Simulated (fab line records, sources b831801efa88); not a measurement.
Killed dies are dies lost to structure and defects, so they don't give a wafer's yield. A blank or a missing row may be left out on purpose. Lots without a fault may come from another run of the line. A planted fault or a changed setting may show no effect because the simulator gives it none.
Which tool did it? | flow sky130 | 13 lots, 39 wafers sampled, at 2 steps of a route of 708

WHAT THE GAUGES READ, wafer by wafer
SKY_VIA2_CD_MEAS_12: target cd 200 nm. Usual: cd_nm 200.3 nm, standard deviation 1.2.
lot  | measured     | on        | cd_nm (nm)        | flag
L800 | day 36 21:11 | cd_sem-02 | 200.7 200.1 201.7 |
L799 | day 36 23:21 | cd_sem-02 | 200.8 199.3 200.9 |
L801 | day 37 04:20 | cd_sem-01 | 200.5 199.4 199.5 |
L803 | day 37 09:59 | cd_sem-01 | 202.2 201.2 201.4 |
L804 | day 37 19:14 | cd_sem-02 | 198.7 199.6 198.5 |
L809 | day 39 15:00 | cd_sem-01 | 200.5 201.4 200.3 |
L808 | day 39 22:00 | cd_sem-01 | 199.9 199.6 198.3 |
L810 | day 40 00:11 | cd_sem-02 | 200.4 201.9 201.6 |
L815 | day 41 09:01 | cd_sem-02 | 199.7 199.3 200.7 |
L816 | day 41 12:37 | cd_sem-02 | 199.0 199.3 199.7 |
L817 | day 41 15:55 | cd_sem-01 | 199.0 200.6 200.8 |
L818 | day 42 03:28 | cd_sem-01 | 199.2 200.6 200.8 |
L821 | day 42 21:05 | cd_sem-01 | 200.0 199.8 202.7 |

SKY_VIA2_THK_MEAS_23: measures by xrf. Usual: VIA2_W_THK 448 nm, standard deviation 7.7.
lot  | measured     | on            | VIA2_W_THK (nm) | flag
L800 | day 36 22:21 | film_metro-03 | 442 433 434     |
L799 | day 37 00:30 | film_metro-01 | 449 449 437     |
L801 | day 37 05:32 | film_metro-03 | 443 447 439     |
L803 | day 37 11:11 | film_metro-01 | 449 442 449     |
L804 | day 37 20:25 | film_metro-01 | 444 432 444     |
L809 | day 39 16:10 | film_metro-01 | 439 446 450     |
L808 | day 39 23:12 | film_metro-04 | 458 459 460     |
L810 | day 40 01:22 | film_metro-04 | 461 457 451     |
L815 | day 41 10:13 | film_metro-04 | 438 448 441     |
L816 | day 41 13:56 | film_metro-04 | 446 447 437     |
L817 | day 41 17:06 | film_metro-03 | 454 453 448     |
L818 | day 42 04:36 | film_metro-03 | 440 439 435     |
L821 | day 42 22:16 | film_metro-03 | 437 431 440     |

WHICH TOOL RAN EACH LOT (tool, then ch and the chambers of the sampled wafers, then the start)
The record holds no process step before these readings.

WHAT THE TOOLS THEMSELVES READ (means of the sampled wafers that have a number; where no wafer has one, the mark that the record gives instead)
The record holds no such reading with a usual standard deviation.

THE ANSWER, worked out from the rows above alone
Rule: a lot is off if the mean of its wafers that have a number lies more than 3 standard deviations from the usual mean. A lot without any number at a reading at which 4 lots or more have one is off too. The other lots that the step has rows for count as sound. The gauges are gone through in route order, then the tools' own readings, and for those a lot's mean is taken as printed above. The first step at which some lot is off is used, and at that step the reading that is off furthest; a lot without a number counts as furthest.
No lot is off at any reading shown: from this, nothing can be told.

WHAT THE SIMULATOR HAD PUT IN
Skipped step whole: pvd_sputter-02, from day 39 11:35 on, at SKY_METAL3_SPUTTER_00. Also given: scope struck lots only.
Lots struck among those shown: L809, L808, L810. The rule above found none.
